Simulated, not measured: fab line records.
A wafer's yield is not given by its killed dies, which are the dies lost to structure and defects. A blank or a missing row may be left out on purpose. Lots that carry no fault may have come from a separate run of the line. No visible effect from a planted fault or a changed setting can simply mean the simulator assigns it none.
A lot that was struck, set against a sound lot :: flow sky130 :: 15 out of 708 route steps
Sound: the wafers L781.2, L781.3, L781.6. Wafers struck: L777.2, L777.3, L777.4. Last of all comes the cause.
Order at every step that has rows: each side's tool, ch and its chambers, its first start. Under that, the readings that differ: sound wafers :: struck wafers :: difference of the means :: sigmas: that difference in standard deviations of wafers without a fault.
alike: words and numbers the same on both sides, and readings whose means are apart by under 2 such deviations; not compared: readings that were withheld, readings missing a value for some wafer, numbers with overlapping values and no deviation given by the record, and bounds like >300 which may hide the same value.
A row with sigmas, a row that says differs or no value, or rows on one side alone: a step with any of these is where the two part. Non-overlapping numbers with no deviation appear without sigmas and do not part them. A reading missing from all wafers of one side parts the sides only when that side holds two or more wafers.

SKY_METAL1_SPUTTER_02: material AlCu, target thk 250 nm, time 13.3 s.
  sound: pvd_sputter-03 at day 38 11:04; struck: pvd_sputter-02 at day 37 05:22
  alike: cathode_dc_power_W, throttle_valve_pct
SKY_METAL1_SPUTTER_03: material Ti, target thk 5 nm, time 3.3 s.
  sound: pvd_sputter-03 at day 38 11:06; struck: pvd_sputter-02 at day 37 05:23
  alike: cathode_dc_power_W, throttle_valve_pct
SKY_METAL1_SPUTTER_04: material TiN, target thk 70 nm, time 58.3 s.
  sound: pvd_sputter-03 at day 38 11:07; struck: pvd_sputter-02 at day 37 05:24
  alike: cathode_dc_power_W, throttle_valve_pct
SKY_METAL1_RS_MEAS_05: measurement is done with a four-point probe.
  sound: film_metro-02 at day 38 11:11; struck: film_metro-01 at day 37 05:28
reading: METAL1_ALCU_RS (ohm/sq)
sound: 0.1263 0.1272 0.1261
struck: 0.1291 0.1296 0.1291
difference: +0.0027
sigmas: +2
SKY_METAL1_THK_MEAS_06: measures by xrf.
  sound: film_metro-02 at day 38 11:18; struck: film_metro-01 at day 37 05:35
  alike: METAL1_ALCU_THK
then, 7 steps without rows for these wafers: SKY_METAL1_DEHYDRATE_07 (time 60 s); SKY_METAL1_HMDS_08 (prime time 60 s); SKY_METAL1_COAT_09 (resist thk 60 nm); SKY_METAL1_COAT_10 (resist thk 450 nm); SKY_METAL1_SOFTBAKE_11 (time 90 s); SKY_METAL1_EXPOSE_12 (exposes mask MM1, target cd 140 nm); SKY_METAL1_PEB_13.
SKY_METAL1_DEVELOP_14: develop time 60 s.
  sound on litho_track-04 ch 0, day 39 11:00; struck on litho_track-03 ch 0, day 38 07:00
reading: developer_temp_C (C)
sound: 21.06 20.99 20.92
struck: 21.59 21.58 21.48
difference: +0.56
sigmas: +6
SKY_METAL1_CD_MEAS_15 targets a cd of 140 nm.
  sound: cd_sem-01 at day 39 11:55; struck: cd_sem-01 at day 38 07:25
  alike: cd_nm
-- the record jumps here: 12 days lie between the struck wafers' starts before and after (it left off in module METAL1 and takes up again in module PAD_OPEN, whose first step shown is number 708 of the route) --
SKY_PAD_OPEN_PROBE_99:
  sound: prober-01 at day 50 15:46; struck: prober-01 at day 49 22:01
  alike: defect_limited_yield, killed_at_M0_to_M3, killed_at_M4_up, killed_at_contacts, killed_at_front_end, killed_at_other, killed_dies, killed_open, killed_short, sort_bin_3_pad_short, sort_bin_5_function, sort_bin_6_memory, sort_n_pass, sort_yield_pct

## WHERE THEY PART
At SKY_METAL1_RS_MEAS_05 first; at SKY_METAL1_DEVELOP_14 last (within this record only). Later steps at which nothing parts them and some readings are alike: SKY_METAL1_CD_MEAS_15, SKY_PAD_OPEN_PROBE_99.

WHY: whatever the simulator had introduced
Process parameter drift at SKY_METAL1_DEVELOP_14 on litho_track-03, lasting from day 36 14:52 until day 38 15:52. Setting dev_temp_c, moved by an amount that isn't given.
